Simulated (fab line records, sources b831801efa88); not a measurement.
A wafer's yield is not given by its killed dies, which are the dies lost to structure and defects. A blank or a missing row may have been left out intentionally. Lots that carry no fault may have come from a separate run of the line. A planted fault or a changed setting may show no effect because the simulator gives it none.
The tool behind it: which one?	flow sky130	Sampling: 13 lots, 39 wafers, 6 of 708 route steps

== WHAT THE GAUGES SHOWED, per wafer ==
SKY_FIELD_ISO_THK_MEAS_04. Usual: for FIELD_ISO_CVD_03_THK the level is 164.4 nm and the standard deviation is 1.5.
lot	measured	on	FIELD_ISO_CVD_03_THK (nm)	flag
L791	day 1 13:32	film-metro-01	163.9 163.4 164.7	
L792	day 1 21:31	film-metro-01	166.7 168.0 166.8	
L793	day 2 00:20	film-metro-02	164.4 163.8 164.5	
L795	day 2 12:53	film-metro-04	165.0 165.0 165.9	
L797	day 2 21:39	film-metro-01	163.1 164.2 163.5	
L798	day 3 02:14	film-metro-04	162.7 162.4 162.3	
L800	day 3 12:10	film-metro-02	165.2 166.2 165.0	
L801	day 3 17:00	film-metro-02	164.1 163.2 163.6	
L802	day 4 00:10	film-metro-02	163.0 163.9 165.5	
L803	day 4 03:56	film-metro-04	164.1 162.7 163.5	
L804	day 4 09:12	film-metro-02	162.3 163.7 164.1	
L805	day 4 14:09	film-metro-02	161.7 159.8 160.5	
L813	day 6 05:17	film-metro-01	164.1 164.8 162.2	

SKY_FIELD_ISO_THK_MEAS_25. Usual: for FIELD_ISO_CVD_24_THK the level is 597 nm and the standard deviation is 5.8.
lot	measured	on	FIELD_ISO_CVD_24_THK (nm)	flag
L791	day 2 06:01	film-metro-02	603 604 607	
L792	day 2 14:25	film-metro-01	599 598 597	
L793	day 2 17:43	film-metro-02	602 598 607	
L795	day 3 06:47	film-metro-04	592 593 591	
L797	day 3 16:28	film-metro-04	596 594 593	
L798	day 3 22:14	film-metro-01	598 602 598	
L800	day 4 07:40	film-metro-04	603 602 607	
L801	day 4 10:46	film-metro-01	375 387 374	OFF
L802	day 4 18:58	film-metro-02	382 373 380	OFF
L803	day 4 23:58	film-metro-02	586 593 593	
L804	day 5 05:34	film-metro-02	380 376 380	OFF
L805	day 5 08:59	film-metro-01	583 588 585	
L813	day 7 02:38	film-metro-04	595 597 597	

SKY_SONOS_ONO_CD_MEAS_13: target cd 410 nm. Usual: cd-nm reads 409.8 nm (standard deviation 2).
lot	measured	on	cd-nm (nm)	flag
L791	day 12 15:10	cd-sem-01	408.3 408.1 409.3	
L792	day 13 08:19	cd-sem-02	409.8 409.6 408.7	
L793	day 13 16:59	cd-sem-02	409.0 411.9 411.0	
L795	day 14 00:26	cd-sem-02	409.6 411.2 411.7	
L797	day 15 03:53	cd-sem-01	406.9 408.6 409.0	
L798	day 15 11:09	cd-sem-02	410.2 411.5 410.7	
L800	day 15 20:56	cd-sem-01	408.5 410.0 409.9	
L803	day 16 20:59	cd-sem-02	410.8 408.8 409.7	
L805	day 17 10:43	cd-sem-01	410.2 409.1 407.8	
L813	day 19 23:16	cd-sem-02	409.8 408.2 407.3	

SKY_LOCAL_INTERCONNECT_RS_MEAS_01: a four-point-probe measurement. Usual: for LOCAL_INTERCONNECT_TIN_RS the level is 14.12 ohm/sq and the standard deviation is 0.15.
lot	measured	on	LOCAL_INTERCONNECT_TIN_RS (ohm/sq)	flag
L791	day 29 10:31	film-metro-03	14.18 14.08 14.11	
L792	day 30 09:55	film-metro-04	14.12 14.16 14.19	
L793	day 30 07:13	film-metro-02	14.27 14.35 14.34	
L795	day 30 17:47	film-metro-04	13.94 13.83 14.01	
L797	day 31 16:56	film-metro-04	14.07 14.12 14.11	
L798	day 32 01:15	film-metro-02	14.00 14.13 14.07	
L800	day 32 04:45	film-metro-02	14.38 14.27 14.35	
L803	day 33 08:17	film-metro-04	14.02 13.93 14.05	
L805	day 33 20:32	film-metro-04	14.16 14.31 14.20	
L813	day 36 01:58	film-metro-03	14.34 14.17 14.26	

== WHICH TOOL RAN EACH LOT (tool, then ch and the chambers of the sampled wafers, then the start) ==
lot	SKY_FIELD_ISO_CVD_24	SKY_FIELD_ISO_CMP_27
L791	hdpcvd-01 ch 0,1,2, day 2 05:57	cmp-02 ch 2,3, day 2 08:50
L792	hdpcvd-01 ch 0,2, day 2 14:20	cmp-01 ch 0,2,3, day 2 16:04
L793	hdpcvd-01 ch 1,2, day 2 17:38	cmp-01 ch 0,1, day 2 20:31
L795	hdpcvd-02 ch 0,1,2, day 3 06:42	cmp-01 ch 0,2,3, day 3 08:23
L797	hdpcvd-01 ch 0,1,2, day 3 16:23	cmp-01 ch 0,1, day 3 19:34
L798	hdpcvd-02 ch 1,2, day 3 22:09	cmp-02 ch 1,2,3, day 4 02:10
L800	hdpcvd-02 ch 0,1,2, day 4 07:36	cmp-02 ch 2,3, day 4 09:14
L801	hdpcvd-02 ch 1,2, day 4 10:40	cmp-02 ch 1,3, day 4 12:22
L802	hdpcvd-02 ch 0,2, day 4 18:53	cmp-02 ch 0,2,3, day 4 21:14
L803	hdpcvd-01 ch 1,2, day 4 23:54	cmp-02 ch 0,2, day 5 02:01
L804	hdpcvd-02 ch 1,2, day 5 05:29	cmp-02 ch 0,3, day 5 07:56
L805	hdpcvd-01 ch 1,2, day 5 08:53	cmp-01 ch 1,3, day 5 10:34
L813	hdpcvd-01 ch 0,1, day 7 02:32	cmp-01 ch 0,1,3, day 7 04:16
- SKY_FIELD_ISO_CVD_24: deposits SiO2, target thk 595 nm, time 99.2 s.
- SKY_FIELD_ISO_CMP_27: polishes, stops on Si3N4, t overpolish 16 s, target thk 457.8 nm.

== AS READ BY THE TOOLS THEMSELVES (means over the sampled wafers that have a number; for cases with no such wafer, the mark the record gives instead) ==
SKY_FIELD_ISO_CMP_27. Usual: edge-zone-pressure-frac 1.001, standard deviation 0.005; motor-current-A 11.6 A, standard deviation 0.96; time-to-endpoint-s 111 s, standard deviation 3.
lot	tool	edge-zone-pressure-frac	motor-current-A (A)	time-to-endpoint-s (s)	flag
L791	cmp-02	1.002	11.9	116	
L792	cmp-01	0.997	12.0	113	
L793	cmp-01	1.003	11.7	110	
L795	cmp-01	1.006	11.7	105	
L797	cmp-01	1.000	11.1	109	
L798	cmp-02	1.001	11.3	112	
L800	cmp-02	1.003	11.5	115	
L801	cmp-02	1.000	10.6	72	OFF
L802	cmp-02	0.998	11.7	73	OFF
L803	cmp-02	1.006	12.5	112	
L804	cmp-02	0.996	12.3	69	OFF
L805	cmp-01	1.002	11.3	108	
L813	cmp-01	1.003	11.3	112	

== THE ANSWER, worked out from the rows above alone ==
Rule: a lot is off if the mean of its wafers that have a number lies more than 3 standard deviations from the usual mean. A lot without any number at a reading at which 4 lots or more have one is off too. Any other lot the step has rows for is counted as sound. After the gauges, taken in route order, come the tools' own readings; for these a lot's mean is taken, as printed above. The first step at which some lot is off is used, and at that step the reading that is off furthest; a lot without a number counts as furthest.
Off: L801, L802, L804, seen at SKY_FIELD_ISO_THK_MEAS_25 (FIELD_ISO_CVD_24_THK).
If a tool, at a process step before that reading, ran all the lots that are off and no sound lot after the first of them, it fits. The gauges at SKY_FIELD_ISO_THK_MEAS_25 aren't tried: what is off there is off at SKY_FIELD_ISO_CMP_27 too, on other tools, and a gauge's error can't cause that. One fits: hdpcvd-02 at SKY_FIELD_ISO_CVD_24. Its last sound lot is L800 (day 4 07:36), its first lot that is off L801 (day 4 10:40): a fault that began between those two fits.

== WHAT THE SIMULATOR PUT IN ==
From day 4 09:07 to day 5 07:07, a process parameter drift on hdpcvd-02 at SKY_FIELD_ISO_CVD_24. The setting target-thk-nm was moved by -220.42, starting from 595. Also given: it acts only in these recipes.
Shown lots that were struck: L801, L802, L804. This agrees with what the rule above found.
